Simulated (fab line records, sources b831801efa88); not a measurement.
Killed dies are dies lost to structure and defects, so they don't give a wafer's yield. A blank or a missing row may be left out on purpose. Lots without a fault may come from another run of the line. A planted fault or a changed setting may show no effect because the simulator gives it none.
Split-lot experiment | flow gf180mcu | 5 lots, 20 wafers read, on a route of 602 steps

THE SPLIT
At GF_TOP_METAL_COAT_09 (resist thk 1500 nm), the setting spin_rpm was moved away from the recipe's 3000 rpm on 9 of the 20 wafers read, by -4.2% to +6.3%. The other wafers ran this setting at the recipe's value.

The reading is taken at the split's own step.

THE READING
NOVOLAK_of_TOP_METAL_COAT_09.thk_nm (the simulator's own value, which no gauge read), in nm, at GF_TOP_METAL_COAT_09 (resist thk 1500 nm). The file gives no usual value for it. The 11 wafers here that ran the recipe average 1500 nm, standard deviation 4.5 nm.

wafer  | tool, chamber at the split | spin_rpm as run, rpm | against the recipe | NOVOLAK_of_TOP_METAL_COAT_09.thk_nm, nm | against lot-mates on the recipe
L075.2 | litho_track-02, 0          | 3000                 | recipe             | 1499                                    | -
L075.3 | litho_track-02, 0          | 3000                 | recipe             | 1502                                    | -
L075.4 | litho_track-02, 0          | 3000                 | recipe             | 1502                                    | -
L077.1 | litho_track-02, 0          | 3000                 | recipe             | 1499                                    | -
L077.4 | litho_track-02, 0          | 3000                 | recipe             | 1501                                    | -
L080.2 | litho_track-02, 0          | 2873                 | -4.2%              | 1529                                    | +36
L080.3 | litho_track-02, 0          | 2873                 | -4.2%              | 1523                                    | +30
L080.4 | litho_track-02, 0          | 2873                 | -4.2%              | 1520                                    | +28
L080.5 | litho_track-02, 0          | 3000                 | recipe             | 1491                                    | -
L080.6 | litho_track-02, 0          | 3000                 | recipe             | 1494                                    | -
L081.1 | litho_track-02, 0          | 3000                 | recipe             | 1505                                    | -
L081.2 | litho_track-02, 0          | 2922                 | -2.6%              | 1526                                    | +20
L081.3 | litho_track-02, 0          | 2922                 | -2.6%              | 1526                                    | +20
L081.5 | litho_track-02, 0          | 2922                 | -2.6%              | 1525                                    | +18
L081.6 | litho_track-02, 0          | 3000                 | recipe             | 1508                                    | -
L082.2 | litho_track-04, 0          | 3189                 | +6.3%              | 1451                                    | -48
L082.3 | litho_track-04, 0          | 3189                 | +6.3%              | 1452                                    | -48
L082.4 | litho_track-04, 0          | 3000                 | recipe             | 1498                                    | -
L082.5 | litho_track-04, 0          | 3000                 | recipe             | 1501                                    | -
L082.6 | litho_track-04, 0          | 3189                 | +6.3%              | 1446                                    | -54

THE FIT
A straight line over all 20 wafers: NOVOLAK_of_TOP_METAL_COAT_09.thk_nm changes by -7.55 nm for each +1% of spin_rpm; r = -0.97; the points scatter about the line by 5.8 nm.
The same after taking each lot's own level away (the mean of its wafers on the recipe; 20 wafers): -7.73 nm for each +1%; r = -1.00; scatter 2.2 nm.
On that fit, the largest move of spin_rpm shifts the reading by 49 nm.
The lots' own levels span 1492.5 to 1506.5 nm, that is 3.1 times the standard deviation above.
So the lot-to-lot level changes the slope little: the two slopes agree.
Check: with one of the wafers moved furthest among these (+6.3%) left out of the fit, the line predicts -49.4 nm for it against its lot-mates. It came out at -48.5 nm against them.

OTHER SPLITS ON THESE WAFERS
These wafers also went through other splits before the reading. Each is held against what the fit with the lots' levels taken away leaves over:
other split on the same wafers | wafers away from the commonest value | r with NOVOLAK_of_TOP_METAL_COAT_09.thk_nm (lot level and that fit taken away)
GF_M5_METAL_ETCH_10 time_s     | 9                                    | -0.41
GF_V5_CVD_00 sih4_flow_sccm    | 7                                    | -0.01
GF_V5_EXPOSE_11 dose_mj        | 7                                    | -0.50
GF_V5_ETCH_16 pressure_mtorr   | 12                                   | -0.05
GF_TOP_METAL_SPUTTER_01 time_s | 3                                    | -0.12

THE WHOLE CHAIN: every reading that the file lists as answering this split, in the file's order
step                  | what it does       | reading                                                                              | change (the file's fit)              | r (the file's)
GF_TOP_METAL_COAT_09  | resist thk 1500 nm | NOVOLAK_of_TOP_METAL_COAT_09.thk_nm (the simulator's own value, which no gauge read) | -7.7 nm for each +1% of the setting  | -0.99
GF_TOP_METAL_STRIP_17 | strips in O2/N2    | strip_time_to_endpoint_s                                                             | withheld for each +1% of the setting | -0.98

THE FILE'S OWN FIT
NOVOLAK_of_TOP_METAL_COAT_09.thk_nm changes by -7.7 nm for each +1% of spin_rpm, r = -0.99.
